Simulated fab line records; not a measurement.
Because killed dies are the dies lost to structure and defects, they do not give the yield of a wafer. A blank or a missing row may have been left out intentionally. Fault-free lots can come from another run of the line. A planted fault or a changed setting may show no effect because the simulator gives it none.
Comparing a struck lot with a sound one    flow sky130    17 out of 708 route steps
Sound: these wafers, L654.4, L654.5, L654.6. Struck: wafers L646.2, L646.3, L646.5. At the end, the cause is stated.
Per side, at each step with rows, come the tool, then ch with its chambers, and then its first start. Under that, the readings that differ: sound wafers    struck wafers    difference of the means    sigmas: that difference in standard deviations of wafers without a fault.
alike: words and numbers the same on both sides, and readings whose means are apart by under 2 such deviations; not compared: readings that were withheld, readings missing a value for some wafer, numbers with overlapping values and no deviation given by the record, and bounds like >300 which may hide the same value.
A row with sigmas, a row that says differs or no value, or rows on one side alone: a step with any of these is where the two part. Numbers that don't overlap but have no deviation are shown without sigmas and don't part them. A reading that every wafer of one side lacks parts them only if that side has two wafers or more.

SKY_VT_ADJUST_LVTN_OVL_MEAS_07:
  sound on overlay-02, day 12 04:33; struck on overlay-01, day 9 01:39
  alike: VT_ADJUST_LVTN_OVL
after that, 1 step had no rows for these wafers: SKY_VT_ADJUST_LVTN_IMPLANT_08.
SKY_VT_ADJUST_LVTN_STRIP_09: strips in O2/N2.
  sound on plasma-asher-01 ch 0,1, day 12 04:45; struck on plasma-asher-03 ch 0,1, day 9 01:50
  alike: drypump-motor-current-A, oes-product-au, strip-time-to-endpoint-s
  not compared: rf-hours-counter-h
SKY_VT_ADJUST_LVTN_TW_MEAS_10:
  sound on film-metro-04, day 12 04:51; struck on film-metro-03, day 9 01:56
  alike: VT_ADJUST_LVTN_TW
then, 7 steps without rows for these wafers: SKY_VT_ADJUST_LVTN_DEHYDRATE_11 (time 60 s); SKY_VT_ADJUST_LVTN_HMDS_12 (prime time 60 s); SKY_VT_ADJUST_LVTN_COAT_13 (resist thk 1140 nm); SKY_VT_ADJUST_LVTN_SOFTBAKE_14 (time 60 s); SKY_VT_ADJUST_LVTN_EXPOSE_15 (exposes mask HVN STD DERIVED, target cd 600 nm); SKY_VT_ADJUST_LVTN_PEB_16; SKY_VT_ADJUST_LVTN_DEVELOP_17 (develop time 60 s).
SKY_VT_ADJUST_LVTN_OVL_MEAS_18:
  sound on overlay-01, day 13 05:13; struck on overlay-01, day 9 21:59
  alike: VT_ADJUST_LVTN_01_OVL
SKY_VT_ADJUST_LVTN_IMPLANT_19:
  sound on implanter-02 ch 0, day 13 05:18; struck on implanter-02 ch 0, day 9 22:22
SKY_VT_ADJUST_LVTN_STRIP_20: strips in O2/N2.
  sound on plasma-asher-04 ch 0,1, day 13 05:25; struck on plasma-asher-04 ch 0,1, day 9 22:29
  alike: drypump-motor-current-A, oes-product-au, strip-time-to-endpoint-s
  not compared: rf-hours-counter-h
SKY_VT_ADJUST_LVTN_TW_MEAS_21:
  sound on film-metro-03, day 13 05:31; struck on film-metro-01, day 9 22:49
reading              sound              struck             difference  sigmas
VT_ADJUST_LVTN_2_TW  186.1 185.4 185.6  227.7 227.6 226.8  +41.7       +38
then, 1 step without rows for these wafers: SKY_VT_ADJUST_NCORE_DEHYDRATE_00 (time 60 s).
-- the record jumps here: 38 days lie between the struck wafers' starts before and after (it left off in module VT_ADJUST_NCORE and takes up again in module PAD_OPEN, whose first step shown is number 708 of the route) --
SKY_PAD_OPEN_PROBE_99:
  sound on prober-01, day 50 07:38; struck on prober-02, day 47 15:22
reading                                     sound                          struck                         difference  sigmas
model.etest.pfet_16v.r-on-ohm-um            1.578e+04 1.558e+04 1.581e+04  1.457e+04 1.505e+04 1.493e+04  -8.733e+02  
model.etest.res-pwell-under-gate.rs-ohm-sq  2257 2257 2281                 2162 2177 2165                 -97         
model.etest.tip_n_5v.rs-ohm-sq              1375 1386 1371                 1438 1454 1460                 +73         
model.etest.nfet-g5v0d10v5.r-on-ohm-um      1914 1912 1922                 1952 1971 1931                 +35         
model.etest.nfet-g5v0d10v5.drive-ua-um      589.5 584.2 589                575.4 573.8 581.2              -10.8       
model.etest.nfet_16v.drive-ua-um            216.2 213.1 214.6              205.3 206.2 208.8              -7.9        
model.etest.pfet_16v.drive-ua-um            234 234.6 232.8                255.9 252.6 254.9              +20.7       
model.etest.ring_5v.delay-ps                45.59 45.31 45.24              46.03 46.43 46                 +0.77       
  alike: killed_at_M0_to_M3, killed_at_M4_up, killed-at-contacts, killed-at-front-end, killed-at-other, killed-dies, killed-open, killed-short

## WHERE THEY PART
Only at SKY_VT_ADJUST_LVTN_TW_MEAS_21, as far as this record shows. Later steps at which nothing parts them and some readings are alike: SKY_PAD_OPEN_PROBE_99.

WHY: whatever the simulator had introduced
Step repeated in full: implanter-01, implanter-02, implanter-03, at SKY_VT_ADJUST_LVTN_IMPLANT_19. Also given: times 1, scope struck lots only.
